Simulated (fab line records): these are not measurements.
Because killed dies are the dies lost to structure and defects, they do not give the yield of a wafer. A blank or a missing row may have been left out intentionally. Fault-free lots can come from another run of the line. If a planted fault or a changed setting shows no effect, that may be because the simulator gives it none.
fab line records	flow sky130
[record] lots = 6	wafers = 18	lastDay = 49
route steps=708 shown VIA1@473 METAL2@483 PAD_OPEN@708
lots that met no fault: taken from a fault-free run of the same line
startH: hours from the record's opening day to when the first of the lot's shown wafers began	waitH: hours elapsed since this lot's preceding step	" same as the row above	L1.1+2: several wafers, shown together as one row	- no value, or no start was given	* or withheld: withheld	< > ~ a bound
route shown NAME@n: NAME is a module with steps in the file, n the number in the route of the first one	usual: the fault-free wafers' mean and standard deviation	same: alike in all rows	chamber/n: place in a boat	sites: the reading at each site	_std_site: the values' standard deviation	_edge_site: the outer-site mean with the inner-site mean subtracted	radiusMm: for every site, how far away it sits from the centre of the wafer	mask NAME#n: copy n	behind: the tool/chamber that last shaped the wafer	hold: reason for holding the lot/hours on hold/outcome of the hold	device: whichever transistor did not switch (one of n, p or np)	end of line: tests run on the same wafers once the route is complete	for a step that has no rows: nothing shown but its recipe	killed: dies lost to structure and defects at the first sort, not the wafer's yield	map: a wafer's dies, x killed, . not, _ none there
set.NAME: setting as actually run; set.NAME@STEP: the setting as run at that earlier step	model.NAME: the simulator's own value behind a step, which no gauge read
lots at selected steps of the route; one table per step, one row per wafer
services: from which hour (startH, from the record's first day; less than 0 if before it) a tool's chamber was out of use, for how many hours, and why
[[steps]]
[step SKY_VIA1_ETCH_15]
[recipe] target = SiO2	chemistry = C4F8/O2/Ar	targetDepthNm = 351	stopOn = TiN	maskMaterial = KrF-thick	sourceW = 1500	biasW = 1200	pressureMtorr = 40	c4f8FlowSccm = withheld	O2_flow_sccm = 6	Ar_flow_sccm = 300	timeS = 54
[step SKY_VIA1_STRIP_16]
[recipe] chemistry = O2/N2	powerW = 1400	pressureMtorr = 1500	platenTempC = withheld	o2FlowSccm = 3000	n2FlowSccm = 300	overashFraction = 0.5
[step SKY_VIA1_STRIP_17]
[recipe] chemistry = postEtchResidueRemover	timeS = 1200	tempC = 72.5
[step SKY_VIA1_CLEAN_18]
[recipe] chemistry = IPA	timeS = 180	tempC = 25
[step SKY_VIA1_CLEAN_19]
[recipe] chemistry = O3/DIW	dry = n2Spin
[step SKY_VIA1_SPUTTER_20]
[recipe] material = TiN	targetThkNm = 20	chamberPressurePa = 5	powerW = 4000	timeS = 80
[usual] cathodeDcPowerW = 4000.0/0.75	chamberPressurePa = 5.002/0.0096	throttleValvePct = 29.9/0.9
lot.wafer	tool	chamber	startH	waitH	cathodeDcPowerW	chamberPressurePa	throttleValvePct
L503.1	pvdSputter-03	-	799.49	0.0	4001.0	5.000	30.6
L503.3	"	-	"	"	4000.2	5.001	30.3
L503.5	"	-	"	"	4001.1	4.984	30.1
L506.1	pvdSputter-01	-	815.25	0.0	4000.4	5.013	30.2
L506.3	"	-	"	"	3999.4	5.003	29.6
L506.5	"	-	"	"	4000.4	4.999	29.5
L509.3	pvdSputter-02	-	834.97	0.0	4000.0	5.010	30.3
L509.4	"	-	"	"	4001.2	5.000	29.2
L509.6	"	-	"	"	3999.7	5.014	27.4
L510.1	pvdSputter-02	-	845.74	0.0	4000.5	5.019	30.5
L510.3	"	-	"	"	4000.2	5.001	29.3
L510.5	"	-	"	"	4000.0	5.008	30.5
L519.2	pvdSputter-02	-	917.44	0.0	3999.8	4.995	27.9
L519.3	"	-	"	"	4000.6	5.018	29.5
L519.5	"	-	"	"	3999.6	5.004	29.2
L521.2	pvdSputter-01	-	920.51	0.0	3997.9	5.009	29.8
L521.5	"	-	"	"	4000.6	5.009	31.1
L521.6	"	-	"	"	3999.3	4.984	30.1
[step SKY_VIA1_CVD_21]
[recipe] material = W	targetThkNm = 270	timeS = 80.902	tempC = 400	pressureTorr = 40
[step SKY_VIA1_RS_MEAS_22]
[recipe] thkMeasGauge = four-point-probe	reads = W_of_VIA1_CVD_21+TiN_of_VIA1_SPUTTER_20
[usual] VIA1_W_RS = 0.427/0.0045
lot.wafer	tool	chamber	startH	waitH	VIA1_W_RS[ohm/sq]
L503.1	filmMetro-01	-	799.65	0.1	0.426
L503.3	"	-	"	"	0.425
L503.5	"	-	"	"	0.419
L506.1	filmMetro-04	-	815.40	0.1	0.431
L506.3	"	-	"	"	0.426
L506.5	"	-	"	"	0.424
L509.3	filmMetro-01	-	835.16	0.1	0.435
L509.4	"	-	"	"	0.441
L509.6	"	-	"	"	0.438
L510.1	filmMetro-03	-	845.90	0.1	0.425
L510.3	"	-	"	"	0.437
L510.5	"	-	"	"	0.431
L519.2	filmMetro-01	-	917.62	0.1	0.425
L519.3	"	-	"	"	0.426
L519.5	"	-	"	"	0.422
L521.2	filmMetro-03	-	920.69	0.1	0.422
L521.5	"	-	"	"	0.422
L521.6	"	-	"	"	0.425
[step SKY_VIA1_THK_MEAS_23]
[recipe] thkMeasGauge = xrf	reads = W_of_VIA1_CVD_21
[usual] VIA1_W_THK = 272/3.3
lot.wafer	tool	chamber	startH	waitH	VIA1_W_THK[nm]
L503.1	filmMetro-01	-	799.77	0.1	271
L503.3	"	-	"	"	272
L503.5	"	-	"	"	276
L506.1	filmMetro-04	-	815.52	0.1	269
L506.3	"	-	"	"	271
L506.5	"	-	"	"	275
L509.3	filmMetro-01	-	835.26	0.1	266
L509.4	"	-	"	"	264
L509.6	"	-	"	"	264
L510.1	filmMetro-03	-	846.02	0.1	276
L510.3	"	-	"	"	268
L510.5	"	-	"	"	271
L519.2	filmMetro-01	-	917.73	0.1	272
L519.3	"	-	"	"	272
L519.5	"	-	"	"	274
L521.2	filmMetro-03	-	920.80	0.1	278
L521.5	"	-	"	"	277
L521.6	"	-	"	"	275
[step SKY_VIA1_CMP_24]
[recipe] stopOn = SiO2	tOverpolishS = 15	downForcePsi = 3.5	platenRpm = 60	targetThkNm = 0	padVelocityMS = 0.94248
[usual] motorCurrentA = 10.9/0.9	overpolishRunS = 15.000/0.009	timeToEndpointS = 65.2/2.9
lot.wafer	tool	chamber	startH	waitH	motorCurrentA	overpolishRunS	timeToEndpointS
L503.3	cmp-02	1	799.88	0.1	11.2	14.997	68.6
L503.1	"	2	"	"	11.2	14.986	68.0
L503.5	"	1	"	"	10.6	14.995	67.4
L506.1	cmp-01	3	815.68	0.1	12.6	14.993	65.1
L506.3	"	0	"	"	10.8	15.009	63.5
L506.5	"	1	"	"	10.0	15.004	62.2
L509.4	cmp-02	1	835.30	0.0	11.3	14.998	63.5
L509.3	"	3	"	"	11.3	14.990	68.5
L509.6	"	2	"	"	11.2	15.000	62.2
L510.1	cmp-01	3	846.13	0.1	12.2	15.011	66.9
L510.3	"	1	"	"	9.2	15.010	64.3
L510.5	"	2	"	"	11.2	15.005	64.6
L519.3	cmp-02	1	917.83	0.1	11.0	15.006	66.2
L519.2	"	3	"	"	10.7	15.005	62.8
L519.5	"	0	"	"	10.4	14.987	65.2
L521.2	cmp-01	2	921.00	0.2	10.3	15.001	65.8
L521.5	"	3	"	"	12.7	14.991	68.3
L521.6	"	0	"	"	10.7	14.989	67.8
[step SKY_METAL2_SPUTTER_00]
[recipe] material = Ti	targetThkNm = 15	powerW = 3000	timeS = 10	chamberPressurePa = 0.4
[usual] cathodeDcPowerW = 3000.0/0.53	chamberPressurePa = 0.3999/0.00072	throttleValvePct = 29.7/1.1
lot.wafer	tool	chamber	startH	waitH	cathodeDcPowerW	chamberPressurePa	throttleValvePct
L503.1	pvdSputter-02	-	800.13	0.1	3000.8	0.4007	30.2
L503.3	"	-	"	"	2999.9	0.3995	30.6
L503.5	"	-	"	"	3000.7	0.4002	30.5
L506.1	pvdSputter-04	-	815.88	0.1	3000.3	0.3998	27.8
L506.3	"	-	"	"	2999.2	0.3991	29.9
L506.5	"	-	"	"	2999.9	0.4000	30.2
L509.3	pvdSputter-04	-	835.60	0.1	2999.4	0.3998	27.9
L509.4	"	-	"	"	2998.9	0.3993	29.8
L509.6	"	-	"	"	2999.0	0.3995	27.7
L510.1	pvdSputter-04	-	846.38	0.2	2998.8	0.4010	29.9
L510.3	"	-	"	"	2999.2	0.3994	31.0
L510.5	"	-	"	"	2999.3	0.4001	27.4
L519.2	pvdSputter-02	-	918.08	0.1	3000.6	0.3994	27.6
L519.3	"	-	"	"	2999.2	0.3998	30.3
L519.5	"	-	"	"	3000.6	0.3998	30.7
L521.2	pvdSputter-01	-	921.15	0.1	3000.5	0.3990	29.8
L521.5	"	-	"	"	3000.3	0.3998	30.2
L521.6	"	-	"	"	2999.0	0.3986	30.8
[step SKY_METAL2_SPUTTER_01]
[recipe] material = TiN	targetThkNm = 20	powerW = 6500	timeS = 16.7	chamberPressurePa = 0.4
[usual] cathodeDcPowerW = 6500.1/1.2	chamberPressurePa = 0.4002/0.0011	throttleValvePct = 29.8/1.2
lot.wafer	tool	chamber	startH	waitH	cathodeDcPowerW	chamberPressurePa	throttleValvePct
L503.1	pvdSputter-02	-	800.15	0.0	6500.6	0.3996	30.6
L503.3	"	-	"	"	6499.6	0.3995	30.5
L503.5	"	-	"	"	6498.5	0.3990	30.2
L506.1	pvdSputter-04	-	815.90	0.0	6502.2	0.4000	27.8
L506.3	"	-	"	"	6499.7	0.3989	29.9
L506.5	"	-	"	"	6497.2	0.3991	30.2
L509.3	pvdSputter-04	-	835.62	0.0	6501.0	0.4003	27.4
L509.4	"	-	"	"	6502.0	0.4001	30.0
L509.6	"	-	"	"	6499.4	0.4013	27.7
L510.1	pvdSputter-04	-	846.40	0.0	6499.6	0.4000	29.9
L510.3	"	-	"	"	6500.9	0.4004	31.0
L510.5	"	-	"	"	6499.9	0.4017	28.0
L519.2	pvdSputter-02	-	918.10	0.0	6500.5	0.4013	27.6
L519.3	"	-	"	"	6500.1	0.4006	30.6
L519.5	"	-	"	"	6501.1	0.4001	30.5
L521.2	pvdSputter-01	-	921.17	0.0	6500.4	0.4013	29.4
L521.5	"	-	"	"	6500.8	0.3977	30.0
L521.6	"	-	"	"	6501.0	0.4003	31.0
[step SKY_METAL2_SPUTTER_02]
[recipe] material = AlCu	targetThkNm = 250	powerW = 10600	timeS = 13.3	chamberPressurePa = 0.4
[usual] cathodeDcPowerW = 10600/1.9	chamberPressurePa = 0.4000/0.00076	throttleValvePct = 29.7/1.2
lot.wafer	tool	chamber	startH	waitH	cathodeDcPowerW	chamberPressurePa	throttleValvePct
L503.1	pvdSputter-02	-	800.18	0.0	10602	0.4009	30.4
L503.3	"	-	"	"	10600	0.4005	30.4
L503.5	"	-	"	"	10596	0.4007	30.4
L506.1	pvdSputter-04	-	815.93	0.0	10597	0.4001	27.9
L506.3	"	-	"	"	10600	0.4002	29.7
L506.5	"	-	"	"	10597	0.4004	30.3
L509.3	pvdSputter-04	-	835.65	0.0	-	-	-
L509.4	"	-	"	"	-	-	-
L509.6	"	-	"	"	-	-	-
L510.1	pvdSputter-04	-	846.43	0.0	-	-	-
L510.3	"	-	"	"	-	-	-
L510.5	"	-	"	"	-	-	-
L519.2	pvdSputter-02	-	918.13	0.0	10598	0.3985	27.6
L519.3	"	-	"	"	10598	0.4006	30.6
L519.5	"	-	"	"	10602	0.4000	30.3
L521.2	pvdSputter-01	-	921.19	0.0	10601	0.4001	29.5
L521.5	"	-	"	"	10600	0.4010	30.0
L521.6	"	-	"	"	10602	0.3992	31.2
[step SKY_METAL2_SPUTTER_03]
[recipe] material = Ti	targetThkNm = 5	powerW = 3000	timeS = 3.3	chamberPressurePa = 0.4
[usual] cathodeDcPowerW = 2999.9/0.52	chamberPressurePa = 0.3999/0.00078	throttleValvePct = 29.8/1.1
lot.wafer	tool	chamber	startH	waitH	cathodeDcPowerW	chamberPressurePa	throttleValvePct
L503.1	pvdSputter-02	-	800.20	0.0	3000.5	0.3994	30.6
L503.3	"	-	"	"	3000.0	0.3986	30.6
L503.5	"	-	"	"	2999.4	0.3984	30.4
L506.1	pvdSputter-04	-	815.95	0.0	3000.8	0.3999	27.7
L506.3	"	-	"	"	2999.9	0.3991	29.6
L506.5	"	-	"	"	2999.9	0.4000	30.4
L509.3	pvdSputter-04	-	835.67	0.0	2999.3	0.4006	27.8
L509.4	"	-	"	"	3000.6	0.4001	29.7
L509.6	"	-	"	"	2999.7	0.4012	27.7
L510.1	pvdSputter-04	-	846.45	0.0	2999.7	0.3982	29.8
L510.3	"	-	"	"	3000.4	0.3993	31.2
L510.5	"	-	"	"	2999.6	0.4000	27.8
L519.2	pvdSputter-02	-	918.15	0.0	3000.5	0.4004	27.7
L519.3	"	-	"	"	3000.9	0.4000	30.5
L519.5	"	-	"	"	3000.2	0.3999	30.1
L521.2	pvdSputter-01	-	921.22	0.0	3000.1	0.4007	29.3
L521.5	"	-	"	"	3000.4	0.4011	29.9
L521.6	"	-	"	"	3000.2	0.3990	30.9
[step SKY_METAL2_SPUTTER_04]
[recipe] material = TiN	targetThkNm = 70	powerW = 6500	timeS = 58.3	chamberPressurePa = 0.4
[step SKY_METAL2_RS_MEAS_05]
[recipe] thkMeasGauge = four-point-probe	reads = TiN_of_METAL2_SPUTTER_04+Ti_of_METAL2_SPUTTER_03+AlCu_of_METAL2_SPUTTER_02+TiN_of_METAL2_SPUTTER_01+Ti_of_METAL2_SPUTTER_00
[usual] METAL2_ALCU_RS = 0.1267/0.0014
lot.wafer	tool	chamber	startH	waitH	METAL2_ALCU_RS[ohm/sq]
L503.1	filmMetro-03	-	800.27	0.0	0.1277
L503.3	"	-	"	"	0.1274
L503.5	"	-	"	"	0.1279
L506.1	filmMetro-01	-	816.02	0.0	0.1261
L506.3	"	-	"	"	0.1266
L506.5	"	-	"	"	0.1245
L509.3	filmMetro-01	-	835.78	0.1	8.6897
L509.4	"	-	"	"	8.6592
L509.6	"	-	"	"	8.6268
L510.1	filmMetro-02	-	846.52	0.0	8.6163
L510.3	"	-	"	"	8.5882
L510.5	"	-	"	"	8.6083
L519.2	filmMetro-02	-	918.24	0.0	0.1263
L519.3	"	-	"	"	0.1265
L519.5	"	-	"	"	0.1259
L521.2	filmMetro-03	-	921.31	0.0	0.1261
L521.5	"	-	"	"	0.1280
L521.6	"	-	"	"	0.1260
[step SKY_METAL2_THK_MEAS_06]
[recipe] thkMeasGauge = xrf	reads = AlCu_of_METAL2_SPUTTER_02
[usual] METAL2_ALCU_THK = 254/3
lot.wafer	tool	chamber	startH	waitH	METAL2_ALCU_THK[nm]
L503.1	filmMetro-03	-	800.39	0.1	251
L503.3	"	-	"	"	252
L503.5	"	-	"	"	249
L506.1	filmMetro-01	-	816.14	0.1	254
L506.3	"	-	"	"	252
L506.5	"	-	"	"	258
L509.3	filmMetro-01	-	835.88	0.1	<1
L509.4	"	-	"	"	<1
L509.6	"	-	"	"	<1
L510.1	filmMetro-02	-	846.64	0.1	<0
L510.3	"	-	"	"	<0
L510.5	"	-	"	"	<0
L519.2	filmMetro-02	-	918.35	0.1	255
L519.3	"	-	"	"	255
L519.5	"	-	"	"	255
L521.2	filmMetro-03	-	921.42	0.1	253
L521.5	"	-	"	"	250
L521.6	"	-	"	"	253
[step SKY_METAL2_DEHYDRATE_07]
[recipe] tempC = 200	timeS = 60
[step SKY_PAD_OPEN_PROBE_99]
[usual] defectLimitedYield = 82.7/2	killed_at_M0_to_M3 = 42/6.8	killed_at_M4_up = 3.2/1.8	killedAtContacts = 25/5.4	killedAtFrontEnd = 15/4.5	killedAtOther = 0.3/0.56	killedDies = 85/9.7	killedOnRim = 17/3.3	killedOpen = 46/7.1	killedShort = 39/6.5	sort_bin_3_pad_short = 0.9/0.42	sort_bin_5_function = 10.4/1.5	sort_bin_6_memory = 6.1/1.1	sortNPass = 407/9.7	sortYieldPct = 82.7/2
[same] grossDies = 492	killedAtBackSide = 0	sort_bin_4_leakage[%] = 0	sort_bin_8_speed[%] = 0
lot.wafer	tool	chamber	startH	waitH	defectLimitedYield[%]	killed_at_M0_to_M3	killed_at_M4_up	killedAtContacts	killedAtFrontEnd	killedAtOther	killedDies	killedOnRim	killedOpen	killedShort	sort_bin_3_pad_short[%]	sort_bin_5_function[%]	sort_bin_6_memory[%]	sortNPass	sortYieldPct[%]
L503.1	prober-01	-	1081.64	0.1	79.1	58	1	28	15	1	103	24	54	49	0.6	13.0	7.3	389	79.1
L503.3	prober-01	-	1081.74	0.2	83.7	34	2	29	15	0	80	21	42	38	0.6	10.2	5.5	412	83.7
L503.5	prober-01	-	1081.84	0.2	82.3	49	3	24	10	1	87	20	45	42	1.4	12.2	4.1	405	82.3
L506.1	prober-02	-	1094.63	0.1	80.1	53	2	21	22	0	98	18	53	45	1.2	12.2	6.5	394	80.1
L506.3	prober-02	-	1094.73	0.2	82.5	42	4	33	7	0	86	13	48	38	1.2	10.2	6.1	406	82.5
L506.5	prober-02	-	1094.83	0.2	80.5	48	3	35	10	0	96	19	49	47	1.2	11.0	7.3	396	80.5
L509.3	prober-01	-	1109.42	0.2	0	441	6	23	20	2	492	96	44	46	0.2	94.1	5.7	0	0
L509.4	prober-01	-	1109.47	0.2	0	437	7	29	19	0	492	96	53	40	0.4	92.7	6.9	0	0
L509.6	prober-01	-	1109.57	0.2	0	457	2	21	12	0	492	96	51	32	0.6	93.3	6.1	0	0
L510.1	prober-02	-	1117.68	0.1	0	452	3	20	17	0	492	96	47	39	1.2	92.7	6.1	0	0
L510.3	prober-02	-	1117.78	0.2	0	447	1	28	15	1	492	96	43	38	0.4	92.3	7.3	0	0
L510.5	prober-02	-	1117.88	0.2	0	454	5	22	10	1	492	96	35	43	0.8	93.1	6.1	0	0
L519.2	prober-01	-	1171.58	0.1	80.9	39	8	30	17	0	94	16	46	46	0.8	9.6	8.7	398	80.9
L519.3	prober-01	-	1171.63	0.2	80.5	54	3	23	16	0	96	20	52	43	1.0	13.6	4.9	396	80.5
L519.5	prober-01	-	1171.73	0.2	78.7	54	5	33	13	0	105	19	70	35	0.2	13.0	8.1	387	78.7
// killed by level:class
L503.1 VIA1:geometricParticle:open=14 LI_CONTACT:geometricParticle:open=11 METAL1:geometricParticle:short=11 VIA3:geometricParticle:open=9 CONTACT:geometricParticle:open=8 METAL3:geometricParticle:short=6 FIELD_ISO:geometricParticle:short=5 LOCAL_INTERCONNECT:geometricParticle:short=5
L503.3 LI_CONTACT:geometricParticle:open=13 CONTACT:geometricParticle:open=9 VIA1:geometricParticle:open=5 METAL3:geometricParticle:short=5 FIELD_ISO:geometricParticle:short=4 POLY_GATE:geometricParticle:short=4 METAL1:geometricParticle:short=4 METAL2:geometricParticle:short=4
L503.5 VIA1:geometricParticle:open=9 CONTACT:geometricParticle:open=9 VIA3:geometricParticle:open=8 VIA1:geometricParticle:short=6 CONTACT:geometricParticle:short=6 METAL2:geometricParticle:short=6 VIA2:geometricParticle:short=6 VIA2:geometricParticle:open=5
L506.1 VIA1:geometricParticle:open=10 METAL2:geometricParticle:short=10 CONTACT:geometricParticle:open=8 VIA2:geometricParticle:open=8 VIA1:geometricParticle:short=8 SPACER:geometricParticle:open=6 LI_CONTACT:geometricParticle:open=6 POLY_GATE:geometricParticle:short=5
L506.3 CONTACT:geometricParticle:open=15 METAL2:geometricParticle:short=12 LI_CONTACT:geometricParticle:open=9 VIA1:geometricParticle:open=8 CONTACT:geometricParticle:short=5 VIA2:geometricParticle:open=5 METAL4:geometricParticle:short=4 VIA3:geometricParticle:open=4
L506.5 LI_CONTACT:geometricParticle:open=13 METAL2:geometricParticle:short=11 CONTACT:geometricParticle:open=10 VIA1:geometricParticle:open=7 VIA2:geometricParticle:open=5 VIA3:geometricParticle:open=5 FIELD_ISO:geometricParticle:short=4 LI_CONTACT:geometricParticle:short=4
L509.3 METAL2:areaSputter=402 LI_CONTACT:geometricParticle:open=8 FIELD_ISO:geometricParticle:short=7 CONTACT:geometricParticle:open=6 VIA2:geometricParticle:short=6 METAL1:geometricParticle:short=6 VIA1:geometricParticle:open=6 VIA2:geometricParticle:open=6
L509.4 METAL2:areaSputter=399 CONTACT:geometricParticle:short=12 CONTACT:geometricParticle:open=11 VIA1:geometricParticle:open=9 FIELD_ISO:geometricParticle:open=8 VIA3:geometricParticle:open=7 FIELD_ISO:geometricParticle:short=5 LI_CONTACT:geometricParticle:open=4
L509.6 METAL2:areaSputter=409 LI_CONTACT:geometricParticle:open=9 VIA1:geometricParticle:open=9 CONTACT:geometricParticle:open=8 VIA2:geometricParticle:open=6 METAL1:geometricParticle:short=6 VIA3:geometricParticle:short=6 VIA3:geometricParticle:open=5
L510.1 METAL2:areaSputter=406 VIA3:geometricParticle:open=10 METAL1:geometricParticle:short=8 CONTACT:geometricParticle:open=7 FIELD_ISO:geometricParticle:open=6 VIA1:geometricParticle:open=6 VIA1:geometricParticle:short=6 LI_CONTACT:geometricParticle:short=5
L510.3 METAL2:areaSputter=411 LI_CONTACT:geometricParticle:open=12 FIELD_ISO:geometricParticle:open=6 VIA1:geometricParticle:open=6 METAL2:geometricParticle:short=6 LOCAL_INTERCONNECT:geometricParticle:short=6 VIA3:geometricParticle:open=5 CONTACT:geometricParticle:open=5
L510.5 METAL2:areaSputter=414 METAL1:geometricParticle:short=7 VIA2:geometricParticle:short=7 LI_CONTACT:geometricParticle:open=6 CONTACT:geometricParticle:open=6 CONTACT:geometricParticle:short=5 VIA1:geometricParticle:open=5 VIA3:geometricParticle:short=5
L519.2 VIA1:geometricParticle:open=10 CONTACT:geometricParticle:open=9 FIELD_ISO:geometricParticle:open=7 LI_CONTACT:geometricParticle:open=7 CONTACT:geometricParticle:short=6 METAL4:geometricParticle:short=5 LOCAL_INTERCONNECT:geometricParticle:short=5 METAL1:geometricParticle:short=5
L519.3 CONTACT:geometricParticle:open=9 LI_CONTACT:geometricParticle:open=8 VIA3:geometricParticle:open=8 VIA1:geometricParticle:open=8 FIELD_ISO:geometricParticle:short=7 METAL1:geometricParticle:short=6 VIA1:geometricParticle:short=5 METAL2:geometricParticle:open=5
L519.5 VIA1:geometricParticle:open=19 CONTACT:geometricParticle:open=16 VIA3:geometricParticle:open=11 LI_CONTACT:geometricParticle:open=10 FIELD_ISO:geometricParticle:open=4 POLY_GATE:geometricParticle:short=4 CONTACT:geometricParticle:short=4 VIA1:geometricParticle:short=4
// map L509.3 (x killed, . not)
__________xxxxxxxxxx_________
________xxxxxxxxxxxxxx_______
______xxxxxxxxxxxxxxxxxx_____
_____xxxxxxxxxxxxxxxxxxxx____
____xxxxxxxxxxxxxxxxxxxxxx___
___xxxxxxxxxxxxxxxxxxxxxxxx__
__xxxxxxxxxxxxxxxxxxxxxxxxxx_
_xxxxxxxxxxxxxxxxxxxxxxxxxxxx
_xxxxxxxxxxxxxxxxxxxxxxxxxxxx
_xxxxxxxxxxxxxxxxxxxxxxxxxxxx
_xxxxxxxxxxxxxxxxxxxxxxxxxxxx
_xxxxxxxxxxxxxxxxxxxxxxxxxxxx
_xxxxxxxxxxxxxxxxxxxxxxxxxxxx
_xxxxxxxxxxxxxxxxxxxxxxxxxxxx
_xxxxxxxxxxxxxxxxxxxxxxxxxxxx
__xxxxxxxxxxxxxxxxxxxxxxxxxx_
___xxxxxxxxxxxxxxxxxxxxxxxx__
____xxxxxxxxxxxxxxxxxxxxxx___
_____xxxxxxxxxxxxxxxxxxxx____
______xxxxxxxxxxxxxxxxxx_____
________xxxxxxxxxxxxxx_______
__________xxxxxxxxxx_________
// map L510.1 (x killed, . not)
__________xxxxxxxxxx_________
________xxxxxxxxxxxxxx_______
______xxxxxxxxxxxxxxxxxx_____
_____xxxxxxxxxxxxxxxxxxxx____
____xxxxxxxxxxxxxxxxxxxxxx___
___xxxxxxxxxxxxxxxxxxxxxxxx__
__xxxxxxxxxxxxxxxxxxxxxxxxxx_
_xxxxxxxxxxxxxxxxxxxxxxxxxxxx
_xxxxxxxxxxxxxxxxxxxxxxxxxxxx
_xxxxxxxxxxxxxxxxxxxxxxxxxxxx
_xxxxxxxxxxxxxxxxxxxxxxxxxxxx
_xxxxxxxxxxxxxxxxxxxxxxxxxxxx
_xxxxxxxxxxxxxxxxxxxxxxxxxxxx
_xxxxxxxxxxxxxxxxxxxxxxxxxxxx
_xxxxxxxxxxxxxxxxxxxxxxxxxxxx
__xxxxxxxxxxxxxxxxxxxxxxxxxx_
___xxxxxxxxxxxxxxxxxxxxxxxx__
____xxxxxxxxxxxxxxxxxxxxxx___
_____xxxxxxxxxxxxxxxxxxxx____
______xxxxxxxxxxxxxxxxxx_____
________xxxxxxxxxxxxxx_______
__________xxxxxxxxxx_________
[[services]]
tool	chamber	startH	hours	kind
cmp-02	-	781.76	1.7	repair
pvdSputter-03	-	788.46	3.2	repair
pvdSputter-01	-	790.33	3.9	repair
pvdSputter-03	-	814.06	7.5	repair
pvdSputter-01	-	822.19	1.8	repair
pvdSputter-03	3	832.59	-	consumableReplace:kit
pvdSputter-03	3	832.59	18.0	scheduledDown
pvdSputter-03	3	832.59	18.0	ventCycle
cmp-02	-	839.38	2.3	repair
cmp-02	-	856.23	11.6	pm
pvdSputter-01	-	857.49	0.5	repair
pvdSputter-02	-	891.58	9.5	repair
cmp-01	-	896.85	4.7	pm
pvdSputter-01	-	897.41	1.5	repair
pvdSputter-02	0	902.05	-	consumableReplace:kit
pvdSputter-02	0	902.05	18.0	scheduledDown
pvdSputter-02	0	902.05	18.0	ventCycle
cmp-01	-	912.01	4.0	pm
cmp-01	-	916.01	-	consumableReplace:conditioner
cmp-01	-	916.01	-	consumableReplace:pad
pvdSputter-03	-	918.92	2.0	repair
pvdSputter-04	-	918.99	4.4	repair
[[key]]
[firstSign] step = SKY_METAL2_SPUTTER_02	reading = toolRecord	direction = missing
[effect] step = SKY_METAL2_RS_MEAS_05	reading = METAL2_ALCU_RS	direction = up	sigmas = 99+	usual = 0.1267	struck = 8.6314
[effect] step = SKY_METAL2_THK_MEAS_06	reading = METAL2_ALCU_THK	direction = down	sigmas = 84	usual = 254	struck = <0
[effect] step = SKY_PAD_OPEN_PROBE_99	reading = killed_at_M0_to_M3	direction = up	sigmas = 60	usual = 42	struck = 448
[moreKillsBornAt] SKY_METAL2_SPUTTER_02@pvdSputter-04 = 2441
metAt SKY_METAL2_SPUTTER_02
struckWafers L509.3,L509.4,L509.6,L510.1,L510.3,L510.5
laterRowsLeftOut L509.3,L509.4,L509.6,L510.1,L510.3,L510.5
onsetBetween 815.93 835.65
[fault] kind = skippedStepWhole	tool = pvdSputter-04	chamber = -	onsetH = 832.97	steps = SKY_METAL2_SPUTTER_02	scope = struckLotsOnly
// laterRowsLeftOut: the simulator's readings of these wafers behind a module that went badly wrong aren't trusted and aren't shown, but for the sort
